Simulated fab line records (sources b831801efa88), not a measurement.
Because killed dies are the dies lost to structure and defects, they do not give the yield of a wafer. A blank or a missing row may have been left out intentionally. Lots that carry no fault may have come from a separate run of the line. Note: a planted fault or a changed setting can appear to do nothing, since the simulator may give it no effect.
Which tool was responsible? -- flow gf180mcu -- 13 lots with 39 wafers sampled at 6 steps, on a route of 602 steps

== WHAT THE GAUGES SHOWED, per wafer ==
GF_PSD_CD_MEAS_07: target cd 400 nm. Usual: cdNm 400.3 nm, standard deviation 2.
lot,measured,on,cdNm (nm),flag
L445,day 13 16:34,cdSem-01,403.2 401.8 401.9,
L446,day 14 05:38,cdSem-01,396.4 397.8 396.6,
L447,day 14 09:26,cdSem-01,402.5 400.4 401.6,
L448,day 15 02:04,cdSem-02,398.2 398.6 397.7,
L449,day 15 23:12,cdSem-02,403.2 404.1 402.5,
L452,day 16 14:12,cdSem-01,402.1 400.6 401.2,
L455,day 18 07:46,cdSem-02,396.6 398.0 397.8,
L458,day 19 08:31,cdSem-02,403.4 401.9 402.4,
L461,day 19 22:03,cdSem-02,399.0 402.5 401.2,
L463,day 20 14:48,cdSem-02,401.9 403.2 402.2,
L465,day 21 04:03,cdSem-02,400.6 401.3 402.0,
L466,day 21 07:44,cdSem-02,404.0 401.4 403.2,
L468,day 21 23:39,cdSem-02,398.7 398.9 398.4,

GF_CONTACT_THK_MEAS_03. Usual: CONTACT_CVD_02_THK gives 857 nm (standard deviation 12).
lot,measured,on,CONTACT_CVD_02_THK (nm),flag
L445,day 14 14:18,filmMetro-03,846 860 870,
L446,day 15 04:12,filmMetro-02,858 853 867,
L447,day 15 08:41,filmMetro-03,874 868 861,
L448,day 16 01:50,filmMetro-03,846 867 866,
L449,day 16 22:44,filmMetro-02,852 858 860,
L452,day 17 14:55,filmMetro-02,853 845 855,
L455,day 19 10:01,filmMetro-03,1492 1528 875,OFF
L458,day 20 11:05,filmMetro-02,1508 884 880,OFF
L461,day 21 00:28,filmMetro-02,866 852 866,
L463,day 21 17:19,filmMetro-02,836 846 837,
L465,day 22 05:41,filmMetro-03,860 879 867,
L466,day 22 09:40,filmMetro-02,854 838 859,
L468,day 23 01:05,filmMetro-03,848 869 868,

GF_CONTACT_OVL_MEAS_15. Usual: CONTACT_OVL gives 1 nm (standard deviation 6).
lot,measured,on,CONTACT_OVL (nm),flag
L445,day 15 11:53,overlay-02,-5 1 3,
L446,day 16 02:29,overlay-02,2 4 1,
L447,day 16 07:35,overlay-01,12 8 10,
L448,day 17 00:23,overlay-02,-4 0 -3,
L449,day 17 21:46,overlay-01,-5 -2 3,
L452,day 18 14:55,overlay-02,-3 -6 -13,
L455,day 20 11:29,overlay-01,-5 4 -6,
L458,day 21 12:02,overlay-01,0 1 -7,
L461,day 22 01:19,overlay-01,-1 -5 -5,
L463,day 22 17:46,overlay-02,5 4 1,
L465,day 23 05:19,overlay-01,4 7 -2,
L466,day 23 09:04,overlay-02,7 5 0,
L468,day 24 00:25,overlay-01,-5 -11 -6,

== WHAT TOOL EACH LOT RAN ON (gives the tool, then ch and the chambers of the sampled wafers, and finally the start) ==
lot,GF_SALICIDE_RTA_06,GF_CONTACT_CVD_02,GF_CONTACT_CMP_04
L445,"rtpAnneal-02 ch 0, day 14 13:50","pecvd-03 ch 0,2, day 14 14:13","cmp-02 ch 1,3, day 14 14:24"
L446,"rtpAnneal-02 ch 0, day 15 03:45","pecvd-02 ch 0,1, day 15 04:07","cmp-01 ch 0,2, day 15 04:14"
L447,"rtpAnneal-02 ch 0, day 15 08:12","pecvd-03 ch 1,2, day 15 08:36","cmp-01 ch 1,2,3, day 15 08:47"
L448,"rtpAnneal-02 ch 0, day 16 01:17","pecvd-03 ch 1,2, day 16 01:46","cmp-01 ch 0,2, day 16 01:53"
L449,"rtpAnneal-01 ch 0, day 16 22:14","pecvd-03 ch 0,1, day 16 22:37","cmp-02 ch 0,1,2, day 16 22:47"
L452,"rtpAnneal-02 ch 0, day 17 14:26","pecvd-04 ch 0,2, day 17 14:51","cmp-02 ch 0,1,3, day 17 14:59"
L455,"rtpAnneal-01 ch 0, day 19 09:32","pecvd-03 ch 1,2, day 19 09:56","cmp-02 ch 0,1,3, day 19 10:10"
L458,"rtpAnneal-02 ch 0, day 20 10:32","pecvd-03 ch 0,1,2, day 20 11:01","cmp-02 ch 1,2, day 20 11:11"
L461,"rtpAnneal-02 ch 0, day 20 23:53","pecvd-02 ch 0,2, day 21 00:23","cmp-02 ch 0,3, day 21 00:31"
L463,"rtpAnneal-01 ch 0, day 21 16:51","pecvd-04 ch 0,1,2, day 21 17:14","cmp-02 ch 0,2,3, day 21 17:22"
L465,"rtpAnneal-02 ch 0, day 22 05:14","pecvd-02 ch 0,1,2, day 22 05:37","cmp-01 ch 0,3, day 22 05:45"
L466,"rtpAnneal-02 ch 0, day 22 09:11","pecvd-04 ch 1,2, day 22 09:36","cmp-02 ch 1,3, day 22 09:44"
L468,"rtpAnneal-02 ch 0, day 23 00:36","pecvd-02 ch 0,2, day 23 01:01","cmp-02 ch 0,1, day 23 01:08"
- GF_SALICIDE_RTA_06: time 30 s.
- GF_CONTACT_CVD_02: deposits SiO2 from TEOS, target thk 860 nm, time 95.992 s.
- GF_CONTACT_CMP_04: polishes SiO2.

== WHAT THE TOOLS THEMSELVES READ (means of the sampled wafers that have a number; where no wafer has one, the mark that the record gives instead) ==
GF_SALICIDE_RTA_06. Usual: lampPowerPct 6.8 %, standard deviation 0.65; wafer_temp_C_max 532.4, standard deviation 0.89.
lot,tool,lampPowerPct (%),wafer_temp_C_max,flag
L445,rtpAnneal-02,7.3,531.8,
L446,rtpAnneal-02,7.3,531.5,
L447,rtpAnneal-02,7.3,531.8,
L448,rtpAnneal-02,7.3,531.9,
L449,rtpAnneal-01,5.9,533.3,
L452,rtpAnneal-02,7.3,532.0,
L455,rtpAnneal-01,6.0,533.4,
L458,rtpAnneal-02,7.3,532.2,
L461,rtpAnneal-02,7.3,531.9,
L463,rtpAnneal-01,6.0,532.8,
L465,rtpAnneal-02,7.3,532.7,
L466,rtpAnneal-02,7.3,532.1,
L468,rtpAnneal-02,7.3,531.9,

GF_CONTACT_CVD_02. Usual: heaterPowerW 672 W, standard deviation 110.
lot,tool,heaterPowerW (W),flag
L445,pecvd-03,737,
L446,pecvd-02,713,
L447,pecvd-03,715,
L448,pecvd-03,846,
L449,pecvd-03,629,
L452,pecvd-04,626,
L455,pecvd-03,813,
L458,pecvd-03,729,
L461,pecvd-02,741,
L463,pecvd-04,613,
L465,pecvd-02,732,
L466,pecvd-04,635,
L468,pecvd-02,663,

GF_CONTACT_CMP_04. Usual: headPressurePsi 3.999 psi, standard deviation 0.0097; motorCurrentA 12.5 A, standard deviation 1.3; timeToEndpointS 110 s, standard deviation 6.3.
lot,tool,headPressurePsi (psi),motorCurrentA (A),timeToEndpointS (s),flag
L445,cmp-02,3.997,13.2,109,
L446,cmp-01,3.992,11.8,115,
L447,cmp-01,3.997,12.8,121,
L448,cmp-01,3.989,11.6,115,
L449,cmp-02,4.000,12.1,110,
L452,cmp-02,3.995,13.5,105,
L455,cmp-02,4.001,13.4,285,OFF
L458,cmp-02,4.002,11.7,200,OFF
L461,cmp-02,4.003,13.2,106,
L463,cmp-02,3.993,12.6,103,
L465,cmp-01,3.995,12.3,119,
L466,cmp-02,4.004,13.3,107,
L468,cmp-02,3.998,13.4,105,

== THE ANSWER, worked out from the rows above alone ==
Rule: a lot is off if the mean of its wafers that have a number lies more than 3 standard deviations from the usual mean. A lot without any number at a reading at which 4 lots or more have one is off too. Where the step has rows for the other lots, those lots are counted as sound. Order of review: gauges by route order, followed by the tools' own readings, for which a lot's mean as printed above is used. The first step at which some lot is off is used, and at that step the reading that is off furthest; a lot without a number counts as furthest.
Off: L455, L458, seen at GF_CONTACT_THK_MEAS_03 (CONTACT_CVD_02_THK).
A tool fits if, at a process step before that reading, it ran every lot that is off, and no sound lot after the first of them. The gauges at GF_CONTACT_THK_MEAS_03 aren't tried: what is off there is off at GF_CONTACT_CMP_04 too, on other tools, and a gauge's error can't cause that. One fits: pecvd-03 at GF_CONTACT_CVD_02. A fault onset in the window from L449 (day 16 22:37, its last sound lot) to L455 (day 19 09:56, its first lot off) fits.

== WHAT THE SIMULATOR HAD INSERTED ==
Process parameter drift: pecvd-03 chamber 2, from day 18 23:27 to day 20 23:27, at GF_CONTACT_CVD_02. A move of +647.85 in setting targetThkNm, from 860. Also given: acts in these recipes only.
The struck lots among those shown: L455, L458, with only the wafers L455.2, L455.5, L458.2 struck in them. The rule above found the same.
